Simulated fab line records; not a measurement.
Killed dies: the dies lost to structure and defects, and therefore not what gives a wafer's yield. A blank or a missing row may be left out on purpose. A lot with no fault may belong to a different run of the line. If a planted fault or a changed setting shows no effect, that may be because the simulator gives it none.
What tool caused it? ; flow sky130 ; 42 wafers sampled from 14 lots at 1 step of a route of 708

WHAT EACH GAUGE READ, for each wafer
SKY_VIA4_THK_MEAS_01.
lot;measured;on;VIA4_HDPCVD_THK (nm)
L576;day 42 21:13;film_metro-04;1771 1746 1765
L578;day 43 07:01;film_metro-04;1749 1712 1734
L577;day 43 08:35;film_metro-04;1754 1762 1699
L580;day 43 14:43;film_metro-03;1739 1704 1757
L586;day 45 01:44;film_metro-03;1745 1762 1754
L587;day 45 05:17;film_metro-03;1751 1761 1744
L590;day 46 01:57;film_metro-03;1736 1746 1744
L592;day 46 11:34;film_metro-01;1717 1720 1729
L593;day 46 17:45;film_metro-01;1757 1728 1715
L594;day 47 01:58;film_metro-04;1756 1779 1727
L595;day 47 04:37;film_metro-03;1723 1735 1723
L597;day 47 20:53;film_metro-01;1757 1771 1727
L596;day 47 23:34;film_metro-01;1758 1765 1805
L598;day 48 00:16;film_metro-04;1753 1718 1716

TOOL THAT RAN EACH LOT (tool first, then ch and the chambers of the sampled wafers, then the start)
Record: no process step prior to these readings.

AS READ BY THE TOOLS THEMSELVES (means over the sampled wafers that have a number; for cases with no such wafer, the mark the record gives instead)
The record holds no such reading with a usual standard deviation.

THE ANSWER, worked out from the rows above alone
Rule: the usual values come from the lots themselves. Put in order of their means at a reading, lots are off if they are a third of the lots or fewer, leave a main group of 4 or more, and stand apart from it by a gap of 3 or more times the standard deviation of the main group's means; of several such gaps the widest counts. The tables above print the reading to a certain number of digits; a main group whose means all agree to those digits is not used. Also off: a lot with no number at a reading for which 4 or more lots have one. The other lots that the step has rows for count as sound. The gauges are gone through in route order, then the tools' own readings, and for those a lot's mean is taken as printed above. At the first step where some lot is off, the reading lying furthest off is the one used; lots without a number count as furthest.
Nothing can be told from this: no lot is off at any reading shown.

WHAT THE SIMULATOR PUT IN
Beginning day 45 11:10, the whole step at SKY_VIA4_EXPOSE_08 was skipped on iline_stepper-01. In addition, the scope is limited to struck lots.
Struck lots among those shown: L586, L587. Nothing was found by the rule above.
